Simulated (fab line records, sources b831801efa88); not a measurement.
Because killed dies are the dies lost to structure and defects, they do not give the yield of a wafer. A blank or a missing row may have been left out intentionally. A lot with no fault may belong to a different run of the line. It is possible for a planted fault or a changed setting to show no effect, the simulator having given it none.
Which tool was responsible? / flow gf180mcu / 42 wafers from 14 lots sampled at 2 of the route's 602 steps

WHAT THE GAUGES SHOWED, per wafer
GF_V1_OVL_MEAS_15. Usual: for V1_OVL the level is 2 nm and the standard deviation is 4.5.
lot=L188; measured=day 18 20:47; on=overlay-01; V1_OVL (nm)=6 3 4; flag=
lot=L189; measured=day 19 04:33; on=overlay-02; V1_OVL (nm)=3 2 3; flag=
lot=L190; measured=day 19 12:10; on=overlay-02; V1_OVL (nm)=5 5 4; flag=
lot=L191; measured=day 19 15:03; on=overlay-01; V1_OVL (nm)=-3 -2 -5; flag=
lot=L192; measured=day 20 08:35; on=overlay-02; V1_OVL (nm)=4 -1 1; flag=
lot=L194; measured=day 20 21:41; on=overlay-02; V1_OVL (nm)=-2 3 -4; flag=
lot=L195; measured=day 21 03:46; on=overlay-01; V1_OVL (nm)=9 4 7; flag=
lot=L197; measured=day 21 18:19; on=overlay-02; V1_OVL (nm)=-5 -4 -3; flag=
lot=L198; measured=day 22 04:05; on=overlay-02; V1_OVL (nm)=1 8 6; flag=
lot=L199; measured=day 22 13:07; on=overlay-02; V1_OVL (nm)=-2 4 -1; flag=
lot=L200; measured=day 23 04:41; on=overlay-02; V1_OVL (nm)=-4 3 -1; flag=
lot=L201; measured=day 23 08:56; on=overlay-02; V1_OVL (nm)=11 11 10; flag=
lot=L209; measured=day 25 23:14; on=overlay-01; V1_OVL (nm)=7 3 6; flag=
lot=L210; measured=day 26 00:06; on=overlay-01; V1_OVL (nm)=-2 9 1; flag=

WHICH TOOL RAN EACH LOT (tool, then ch and the chambers of the sampled wafers, then the start)
lot=L188; GF_M1_SPUTTER_01=pvd sputter-03, day 16 19:59
lot=L189; GF_M1_SPUTTER_01=pvd sputter-01, day 17 03:18
lot=L190; GF_M1_SPUTTER_01=pvd sputter-04, day 17 10:17
lot=L191; GF_M1_SPUTTER_01=pvd sputter-03, day 17 13:23
lot=L192; GF_M1_SPUTTER_01=pvd sputter-04, day 18 05:33
lot=L194; GF_M1_SPUTTER_01=pvd sputter-01, day 18 19:44
lot=L195; GF_M1_SPUTTER_01=pvd sputter-04, day 19 02:20
lot=L197; GF_M1_SPUTTER_01=pvd sputter-01, day 19 15:59
lot=L198; GF_M1_SPUTTER_01=pvd sputter-04, day 20 03:32
lot=L199; GF_M1_SPUTTER_01=pvd sputter-04, day 20 11:23
lot=L200; GF_M1_SPUTTER_01=pvd sputter-04, day 21 04:41
lot=L201; GF_M1_SPUTTER_01=pvd sputter-01, day 21 09:26
lot=L209; GF_M1_SPUTTER_01=pvd sputter-01, day 24 02:11
lot=L210; GF_M1_SPUTTER_01=pvd sputter-04, day 24 03:37
- GF_M1_SPUTTER_01: material TiN, target thk 30 nm, time 25 s.

WHAT THE TOOLS THEMSELVES READ (means of the sampled wafers that have a number; where no wafer has one, the mark that the record gives instead)
GF_M1_SPUTTER_01. Usual: throttle valve pct at 30.1 %, with a standard deviation of 0.99.
lot=L188; tool=pvd sputter-03; throttle valve pct (%)=30.1; flag=
lot=L189; tool=pvd sputter-01; throttle valve pct (%)=30.2; flag=
lot=L190; tool=pvd sputter-04; throttle valve pct (%)=29.3; flag=
lot=L191; tool=pvd sputter-03; throttle valve pct (%)=29.8; flag=
lot=L192; tool=pvd sputter-04; throttle valve pct (%)=29.8; flag=
lot=L194; tool=pvd sputter-01; throttle valve pct (%)=29.9; flag=
lot=L195; tool=pvd sputter-04; throttle valve pct (%)=30.6; flag=
lot=L197; tool=pvd sputter-01; throttle valve pct (%)=29.9; flag=
lot=L198; tool=pvd sputter-04; throttle valve pct (%)=30.7; flag=
lot=L199; tool=pvd sputter-04; throttle valve pct (%)=30.6; flag=
lot=L200; tool=pvd sputter-04; throttle valve pct (%)=29.3; flag=
lot=L201; tool=pvd sputter-01; throttle valve pct (%)=30.1; flag=
lot=L209; tool=pvd sputter-01; throttle valve pct (%)=29.9; flag=
lot=L210; tool=pvd sputter-04; throttle valve pct (%)=31.9; flag=

THE ANSWER, worked out from the rows above alone
Rule: a lot counts as off when the mean over its wafers that have a number is more than 3 standard deviations away from the usual mean. Also off: a lot with no number at a reading for which 4 or more lots have one. The other lots that the step has rows for count as sound. Order of review: gauges by route order, followed by the tools' own readings, for which a lot's mean as printed above is used. The first step at which some lot is off is used, and at that step the reading that is off furthest; a lot without a number counts as furthest.
Across all readings shown, no lot is off: no conclusion can be drawn from this.

WHAT THE SIMULATOR HAD PUT IN
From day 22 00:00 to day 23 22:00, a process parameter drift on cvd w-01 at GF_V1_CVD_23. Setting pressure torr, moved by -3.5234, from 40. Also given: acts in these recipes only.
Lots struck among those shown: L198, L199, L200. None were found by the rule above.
